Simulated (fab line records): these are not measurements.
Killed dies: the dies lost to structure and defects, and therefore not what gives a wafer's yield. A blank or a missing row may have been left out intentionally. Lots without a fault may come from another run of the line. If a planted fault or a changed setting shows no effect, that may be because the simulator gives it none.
The tool behind it: which one? | flow gf180mcu | 39 wafers from 13 lots sampled at 6 of the route's 602 steps

== WHAT THE GAUGES SHOWED, per wafer ==
GF_STI_THK_MEAS_04. Usual: STI_CVD_03_THK gives 207.0 nm (standard deviation 2.1).
lot  | measured    | on            | STI_CVD_03_THK (nm) | flag
L979 | day 1 13:35 | film-metro-03 | 205.9 206.8 205.6   |
L981 | day 1 23:35 | film-metro-04 | 205.6 207.4 204.3   |
L984 | day 2 14:34 | film-metro-04 | 207.3 207.3 206.5   |
L985 | day 2 23:49 | film-metro-04 | 202.4 202.9 204.5   |
L988 | day 3 14:44 | film-metro-04 | 207.2 206.2 206.9   |
L994 | day 4 19:04 | film-metro-04 | 208.5 209.1 206.1   |
L996 | day 5 02:57 | film-metro-04 | 209.8 210.1 210.9   |
L997 | day 5 07:34 | film-metro-02 | 206.9 207.0 205.8   |
L998 | day 5 13:22 | film-metro-03 | 210.3 209.4 210.4   |
L999 | day 5 18:28 | film-metro-03 | 208.6 207.7 208.3   |
L100 | day 5 22:43 | film-metro-04 | 210.4 211.1 210.2   |
L101 | day 6 04:56 | film-metro-04 | 207.0 205.9 206.1   |
L102 | day 6 09:44 | film-metro-02 | 207.9 208.3 209.9   |

GF_MVSD_TW_MEAS_11. Usual: MVSD_TW gives 1573 (standard deviation 20).
lot  | measured     | on            | MVSD_TW        | flag
L979 | day 4 09:44  | film-metro-03 | 1589 1593 1590 |
L981 | day 4 18:40  | film-metro-03 | 1589 1585 1584 |
L984 | day 5 21:42  | film-metro-04 | 1511 1515 1523 |
L985 | day 6 09:26  | film-metro-04 | 1518 1521 1516 |
L988 | day 7 01:52  | film-metro-01 | 1542 1542 1543 |
L994 | day 8 04:22  | film-metro-01 | 1541 1553 1550 |
L996 | day 8 13:23  | film-metro-04 | 1589 1585 1589 |
L997 | day 8 20:10  | film-metro-04 | 1585 1587 1596 |
L998 | day 9 01:56  | film-metro-04 | 1582 1582 1577 |
L999 | day 9 06:07  | film-metro-01 | 1529 1531 1539 |
L100 | day 9 12:25  | film-metro-01 | 1536 1545 1541 |
L101 | day 9 19:58  | film-metro-03 | 1588 1595 1590 |
L102 | day 10 00:22 | film-metro-01 | 1550 1542 1551 |

GF_VT_IMPLANT_TW_MEAS_43. Usual: VT_IMPLANT_4_TW gives 682 (standard deviation 6.4).
lot  | measured     | on            | VT_IMPLANT_4_TW | flag
L979 | day 7 09:29  | film-metro-01 | 676 670 673     |
L981 | day 7 21:40  | film-metro-02 | 684 682 683     |
L984 | day 9 05:10  | film-metro-02 | 676 683 682     |
L985 | day 9 19:19  | film-metro-04 | 695 693 690     |
L988 | day 10 13:41 | film-metro-04 | 684 686 692     |
L994 | day 11 22:28 | film-metro-01 | 676 675 676     |
L996 | day 12 07:48 | film-metro-02 | 682 686 689     |
L997 | day 12 15:48 | film-metro-02 | 683 689 686     |
L998 | day 12 20:31 | film-metro-02 | 686 683 683     |
L999 | day 13 02:08 | film-metro-02 | 679 679 682     |
L100 | day 13 11:05 | film-metro-01 | 678 674 673     |
L101 | day 13 18:39 | film-metro-02 | 681 680 680     |
L102 | day 14 00:20 | film-metro-04 | 692 687 688     |

GF_VT_IMPLANT_RS_MEAS_46: uses a four-point probe to measure. Usual: MVSD_RS gives 456.5 ohm/sq (standard deviation 1.2).
lot  | measured     | on            | MVSD_RS (ohm/sq)  | flag
L979 | day 7 09:44  | film-metro-04 | 456.5 456.7 456.7 |
L981 | day 7 22:00  | film-metro-01 | 457.7 456.8 455.9 |
L984 | day 9 05:29  | film-metro-03 | 546.0 546.5 545.4 | OFF
L985 | day 9 19:31  | film-metro-04 | 547.2 545.1 546.6 | OFF
L988 | day 10 13:55 | film-metro-01 | 455.6 455.2 455.7 |
L994 | day 11 22:41 | film-metro-03 | 455.6 454.5 455.5 |
L996 | day 12 08:01 | film-metro-03 | 455.8 455.6 456.3 |
L997 | day 12 16:01 | film-metro-01 | 455.8 456.4 455.7 |
L998 | day 12 20:46 | film-metro-01 | 456.9 457.8 458.6 |
L999 | day 13 02:25 | film-metro-03 | 458.3 457.5 457.4 |
L100 | day 13 11:18 | film-metro-04 | 455.4 455.5 456.7 |
L101 | day 13 18:52 | film-metro-04 | 456.1 454.9 456.2 |
L102 | day 14 00:33 | film-metro-04 | 458.0 458.3 458.1 |

== WHICH TOOL RAN EACH LOT (tool, then ch and the chambers of the sampled wafers, then the start) ==
lot  | GF_MVSD_IMPLANT_09              | GF_VT_IMPLANT_RTA_45
L979 | implanter-03 ch 0, day 4 09:32  | rtp-anneal-01 ch 0, day 7 09:37
L981 | implanter-04 ch 0, day 4 18:26  | rtp-anneal-01 ch 0, day 7 21:49
L984 | implanter-04 ch 0, day 5 21:28  | rtp-anneal-02 ch 0, day 9 05:17
L985 | implanter-04 ch 0, day 6 09:11  | rtp-anneal-01 ch 0, day 9 19:25
L988 | implanter-03 ch 0, day 7 01:38  | rtp-anneal-02 ch 0, day 10 13:48
L994 | implanter-03 ch 0, day 8 04:07  | rtp-anneal-01 ch 0, day 11 22:34
L996 | implanter-02 ch 0, day 8 13:08  | rtp-anneal-02 ch 0, day 12 07:55
L997 | implanter-04 ch 0, day 8 19:55  | rtp-anneal-01 ch 0, day 12 15:55
L998 | implanter-02 ch 0, day 9 01:43  | rtp-anneal-01 ch 0, day 12 20:40
L999 | implanter-04 ch 0, day 9 05:53  | rtp-anneal-01 ch 0, day 13 02:15
L100 | implanter-03 ch 0, day 9 12:10  | rtp-anneal-01 ch 0, day 13 11:12
L101 | implanter-02 ch 0, day 9 19:43  | rtp-anneal-02 ch 0, day 13 18:46
L102 | implanter-03 ch 0, day 10 00:07 | rtp-anneal-01 ch 0, day 14 00:27
- GF_MVSD_IMPLANT_09
- GF_VT_IMPLANT_RTA_45: time 30 s.

== AS READ BY THE TOOLS THEMSELVES (means over the sampled wafers that have a number; for cases with no such wafer, the mark the record gives instead) ==
GF_MVSD_IMPLANT_09. Usual: dose-ions-cm2 4.999e+12, standard deviation 5.9e+09; faraday-current-uA 28.1, standard deviation 0.55.
lot  | tool         | dose-ions-cm2 | faraday-current-uA | flag
L979 | implanter-03 | 5.003e+12     | 27.9               |
L981 | implanter-04 | 5.004e+12     | 28.5               |
L984 | implanter-04 | 8.510e+11     | 4.8                | OFF
L985 | implanter-04 | 8.407e+11     | 4.8                | OFF
L988 | implanter-03 | 4.998e+12     | 28.0               |
L994 | implanter-03 | 4.996e+12     | 28.3               |
L996 | implanter-02 | 4.997e+12     | 28.8               |
L997 | implanter-04 | 4.998e+12     | 27.7               |
L998 | implanter-02 | 5.001e+12     | 27.7               |
L999 | implanter-04 | 5.006e+12     | 27.8               |
L100 | implanter-03 | 4.989e+12     | 28.3               |
L101 | implanter-02 | 4.995e+12     | 28.3               |
L102 | implanter-03 | 5.004e+12     | 28.2               |

GF_VT_IMPLANT_RTA_45. Usual: lamp-power-pct 32.0 %, standard deviation 2.9; wafer_temp_C_max 1054.2, standard deviation 0.84.
lot  | tool          | lamp-power-pct (%) | wafer_temp_C_max | flag
L979 | rtp-anneal-01 | 29.9               | 1054.2           |
L981 | rtp-anneal-01 | 29.9               | 1053.1           |
L984 | rtp-anneal-02 | 36.1               | 1053.9           |
L985 | rtp-anneal-01 | 29.9               | 1054.1           |
L988 | rtp-anneal-02 | 36.0               | 1055.2           |
L994 | rtp-anneal-01 | 29.9               | 1055.2           |
L996 | rtp-anneal-02 | 36.0               | 1054.2           |
L997 | rtp-anneal-01 | 29.9               | 1054.0           |
L998 | rtp-anneal-01 | 30.0               | 1053.6           |
L999 | rtp-anneal-01 | 29.9               | 1054.5           |
L100 | rtp-anneal-01 | 29.9               | 1054.0           |
L101 | rtp-anneal-02 | 36.1               | 1054.5           |
L102 | rtp-anneal-01 | 29.9               | 1054.0           |

== THE ANSWER, worked out from the rows above alone ==
Rule: a lot counts as off when the mean over its wafers that have a number is more than 3 standard deviations away from the usual mean. Also off: a lot with no number at a reading for which 4 or more lots have one. Any other lot the step has rows for is counted as sound. Order of review: gauges by route order, followed by the tools' own readings, for which a lot's mean as printed above is used. At the first step where some lot is off, the reading lying furthest off is the one used; lots without a number count as furthest.
Off: at GF_VT_IMPLANT_RS_MEAS_46 (MVSD_RS), L984, L985.
If a tool, at a process step before that reading, ran all the lots that are off and no sound lot after the first of them, it fits. The gauges at GF_VT_IMPLANT_RS_MEAS_46 aren't tried: what is off there is off at GF_MVSD_IMPLANT_09 too, on other tools, and a gauge's error can't cause that. No candidate that was tried fits.

== WHAT WAS PUT IN BY THE SIMULATOR ==
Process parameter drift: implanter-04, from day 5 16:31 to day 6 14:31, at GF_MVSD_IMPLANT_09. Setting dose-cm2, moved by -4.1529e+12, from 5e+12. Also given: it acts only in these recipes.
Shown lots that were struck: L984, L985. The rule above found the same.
